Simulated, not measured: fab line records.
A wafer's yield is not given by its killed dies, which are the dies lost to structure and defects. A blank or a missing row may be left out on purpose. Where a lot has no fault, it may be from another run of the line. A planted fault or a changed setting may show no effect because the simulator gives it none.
8D (eight disciplines) problem report, filled in by code -- flow gf180mcu -- the parts of the form that need people (team, actions taken, sign-off) are left out

1. THE ISSUE
At GF_V1_ETCH_16, oes product au averages 0.796 a.u. over 6 wafers from 2 lots, while fault-free wafers read 0.857 a.u., standard deviation 0.0049. Measured from the usual mean, that is -12 standard deviations.
The step: etches BARC in N2/H2.
The first sign was on wafer L878.1 at day 23 19:18, on rie diel-03. The record has a number at this step for 18 wafers belonging to 6 lots. Rule for "out" (also "out of limits"): further than 4 standard deviations from the usual mean. Any other wafer with a number is counted as sound.

2. WHAT IT IS; WHAT IT IS NOT
question,is,is not
which readings at this step,oes product au,"drypump motor current A, h2 flow sccm, throttle valve pct"
which lots,"L878, L881","L864, L875, L877, L883"
which wafers of those lots,all that have a number,-
read on which tools,rie diel-03,"rie diel-01, rie diel-04"
when,from day 23 19:18,up to then (9 sound wafers); but 3 sound wafers of L883 came after

3. THE SUSPECTS, EACH WITH WHAT RULES IT OUT
Counting: a tool at any process step up to the reading remains a suspect when it ran all the lots that are out and ran no sound lot after the first of those.
- cmp-02 at GF_V1_CMP_04 (polishes SiO2): kept. All lots that are out passed through it, beginning with L878 at day 22 20:32, and no sound lot followed; its final sound lot before that point was L877 at day 22 16:51.
- rie diel-03 at GF_V1_ETCH_16 (etches BARC in N2/H2): kept. All lots that are out passed through it, beginning with L878 at day 23 19:18, and no sound lot followed; its final sound lot before that point was L875 at day 22 23:30. On those wafers its own readings are out: oes product au.
Left after counting: cmp-02 at GF_V1_CMP_04, rie diel-03 at GF_V1_ETCH_16.

4. THE CAUSE (what the simulator had put in)
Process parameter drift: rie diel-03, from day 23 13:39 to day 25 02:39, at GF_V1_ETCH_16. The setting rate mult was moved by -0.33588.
After counting, 2 suspects remain, this tool included.

5. THE EFFECT CHAIN, in route order
Each row: a reading whose mean over the struck wafers that have a number lies more than 3 standard deviations from the usual. Only readings for which the record gives a usual standard deviation are gone through. hours: the time from each lot's start at the first step in this table that gives one to its start at this step, as a median over the lots. sigmas: the change in usual standard deviations.
hours,step,reading,usual,on struck wafers,change,sigmas
0,GF_V1_ETCH_16,oes product au,0.857 a.u.,0.796,-0.061,-12
The process steps in it:
- GF_V1_ETCH_16: etches BARC in N2/H2.

6. HOW IT WOULD HAVE BEEN CAUGHT EARLIER
In this record the first reading out of limits was taken at day 23 19:18, 6 hours after the fault began at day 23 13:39.
